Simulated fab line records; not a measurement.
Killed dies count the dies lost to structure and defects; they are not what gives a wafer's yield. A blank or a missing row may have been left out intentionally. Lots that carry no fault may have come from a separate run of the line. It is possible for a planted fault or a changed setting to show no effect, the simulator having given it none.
Which tool was responsible? | flow sky130 | route of 708 steps, sampled at 1 step: 6 lots, 18 wafers

== WHAT THE GAUGES SHOWED, per wafer ==
SKY_CONTACT_OVL_MEAS_15.
lot  | measured     | on         | CONTACT_OVL (nm)
L381 | day 31 17:29 | overlay-01 | -3 3 7
L383 | day 32 20:56 | overlay-01 | 0 -3 -4
L385 | day 33 10:10 | overlay-02 | -4 -5 -7
L395 | day 36 10:32 | overlay-01 | 2 1 -4
L400 | day 37 22:23 | overlay-02 | 6 -1 1
L403 | day 38 18:28 | overlay-02 | -3 0 0

== EACH LOT AND THE TOOL THAT RAN IT (in order: tool; ch and the chambers of the sampled wafers; start) ==
The record shows no process step preceding these readings.

== THE ANSWER, worked out from the rows above alone ==
Rule: the usual values come from the lots themselves. The widest of any qualifying gaps counts: lots, ordered by their means at a reading, are off when they make up no more than a third of the lots, leave a main group of 4 or more, and stand apart from it by 3 or more times the standard deviation of that group's means. If all means in a main group match to the digits the tables above print for the reading, that group is not used. A lot without any number at a reading at which 4 lots or more have one is off too. Any other lot the step has rows for is counted as sound.
No lot is off on any of the readings shown, so nothing can be concluded from this.

== WHAT HAD BEEN PUT IN BY THE SIMULATOR ==
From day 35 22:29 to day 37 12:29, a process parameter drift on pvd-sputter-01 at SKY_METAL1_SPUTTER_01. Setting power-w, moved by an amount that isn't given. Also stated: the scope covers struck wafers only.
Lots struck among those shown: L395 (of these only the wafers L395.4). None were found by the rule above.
